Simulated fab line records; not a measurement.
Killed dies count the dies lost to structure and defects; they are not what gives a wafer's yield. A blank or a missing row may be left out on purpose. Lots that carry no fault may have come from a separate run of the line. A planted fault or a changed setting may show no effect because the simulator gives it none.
A single fault, viewed from 2 desks / flow gf180mcu / each desk has only its own numbers; what lay behind them comes last

== FROM THE METROLOGY DESK ==
What the gauges read, lot by lot, whatever tool the lot ran on: means of the sampled wafers that have a number. If a lot's mean is further than 4 standard deviations from the usual mean, the lot is out of limits and carries the mark OUT (the distance appears in the brackets).
Columns: A = M3_OVL at GF_M3_OVL_MEAS_15, usual -5 nm
lot=L443; first seen here=day 21 23:32; A=-9
lot=L447; first seen here=day 23 01:26; A=-0
lot=L450; first seen here=day 24 11:07; A=-1
lot=L455; first seen here=day 26 04:46; A=-5
lot=L456; first seen here=day 26 13:08; A=-11
lot=L457; first seen here=day 26 15:10; A=-2
lot=L458; first seen here=day 27 00:41; A=-4
lot=L460; first seen here=day 27 13:01; A=-11
lot=L461; first seen here=day 27 17:25; A=1
lot=L462; first seen here=day 27 23:08; A=-8
lot=L463; first seen here=day 28 06:46; A=-2
lot=L464; first seen here=day 28 15:52; A=-9
Finding of this desk: none of the 12 lots has anything out of limits.

== FOR THE TOOL OWNER'S DESK: pvdSputter-01 ==
The tool's own readings at GF_V2_SPUTTER_21 (material Ti, target thk 15 nm, time 80.02 s): means of the sampled wafers that have a number, for each lot that ran on this tool. If a lot's mean is further than 4 standard deviations from the usual mean, the lot is out of limits and carries the mark OUT (the distance appears in the brackets).
Columns: A = cathodeDcPowerW at GF_V2_SPUTTER_21, usual 2500.0 W; B = chamberPressurePa at GF_V2_SPUTTER_21, usual 4.999 Pa; C = throttleValvePct at GF_V2_SPUTTER_21, usual 30.2 %
lot=L458; first seen here=day 26 03:17; A=2499.7; B=4.997; C=30.2
lot=L461; first seen here=day 26 20:11; A=2499.8; B=5.005; C=29.2
lot=L462; first seen here=day 27 02:16; A=2499.7; B=4.998; C=29.2
lot=L463; first seen here=day 27 09:20; A=2500.0; B=5.005; C=29.3
Finding of this desk: none of the 4 lots has anything out of limits.

== PUT TOGETHER ==
From the metrology desk's view, nothing was out of limits.
The tool owner's desk saw nothing out of limits.

== WHAT THE SIMULATOR PUT IN ==
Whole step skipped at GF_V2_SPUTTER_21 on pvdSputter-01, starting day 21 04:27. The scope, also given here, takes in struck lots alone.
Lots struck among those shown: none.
